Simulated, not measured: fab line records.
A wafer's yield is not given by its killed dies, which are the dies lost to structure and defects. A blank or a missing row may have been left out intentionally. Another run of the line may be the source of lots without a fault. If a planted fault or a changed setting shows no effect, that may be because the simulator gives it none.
Matching of chambers :: flow sky130 :: 4 sister chambers for SKY_CONTACT_CMP_27 on cmp-01
The step polishes, stops on SiO2, t overpolish 15 s, target thk 0 nm. 4 wafers are shown with their chamber, then 11 later ones without.

## EACH WAFER AND ITS CHAMBER
wafer: L089.1
chamber: 2
motor_current_A (A): 11.9

wafer: L089.2
chamber: 1
motor_current_A (A): 9.6

wafer: L089.3
chamber: 3
motor_current_A (A): 11.5

wafer: L092.4
chamber: 0
motor_current_A (A): 9.0

## WAFERS MISSING THEIR CHAMBER
wafer: L092.5
motor_current_A (A): 10.7

wafer: L092.6
motor_current_A (A): 10.0

wafer: L093.1
motor_current_A (A): 10.1

wafer: L093.3
motor_current_A (A): 8.8

wafer: L093.4
motor_current_A (A): 11.4

wafer: L096.2
motor_current_A (A): 11.0

wafer: L096.4
motor_current_A (A): 8.7

wafer: L096.5
motor_current_A (A): 11.1

wafer: L097.2
motor_current_A (A): 9.1

wafer: L097.5
motor_current_A (A): 9.9

wafer: L097.6
motor_current_A (A): 11.5

## THE CHAMBER EACH PASSED THROUGH
wafer: L092.5
from the rows above: can't be placed: 3 or 1 or 2
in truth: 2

wafer: L092.6
from the rows above: can't be placed: 1 or 0
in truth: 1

wafer: L093.1
from the rows above: can't be placed: 1 or 0
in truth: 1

wafer: L093.3
from the rows above: can't be placed: 0 or 1
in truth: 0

wafer: L093.4
from the rows above: can't be placed: 3 or 2
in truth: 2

wafer: L096.2
from the rows above: can't be placed: 3 or 2
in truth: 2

wafer: L096.4
from the rows above: can't be placed: 0 or 1
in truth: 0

wafer: L096.5
from the rows above: can't be placed: 3 or 2
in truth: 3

wafer: L097.2
from the rows above: can't be placed: 0 or 1
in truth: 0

wafer: L097.5
from the rows above: can't be placed: 1 or 0
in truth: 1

wafer: L097.6
from the rows above: can't be placed: 3 or 2
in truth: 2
Placed correctly: 0 of 11. Can't be placed from these rows: 11 (the true chamber is among the candidates in 11). Wrongly placed: 0.
How it was worked out, from the rows above alone: a wafer's distance from a chamber is the root of the sum, over the readings, of the square of ((its reading less the chamber's mean) divided by the reading's scatter). The wafer belongs to the nearest chamber; if the next one is less than 2 further off, it can't be placed. For every chamber, the mean is computed from those of its wafers that are shown. The scatter (one wafer shown for each chamber): square how far every hidden wafer sits from the nearest shown wafer, average those squares and take the square root.
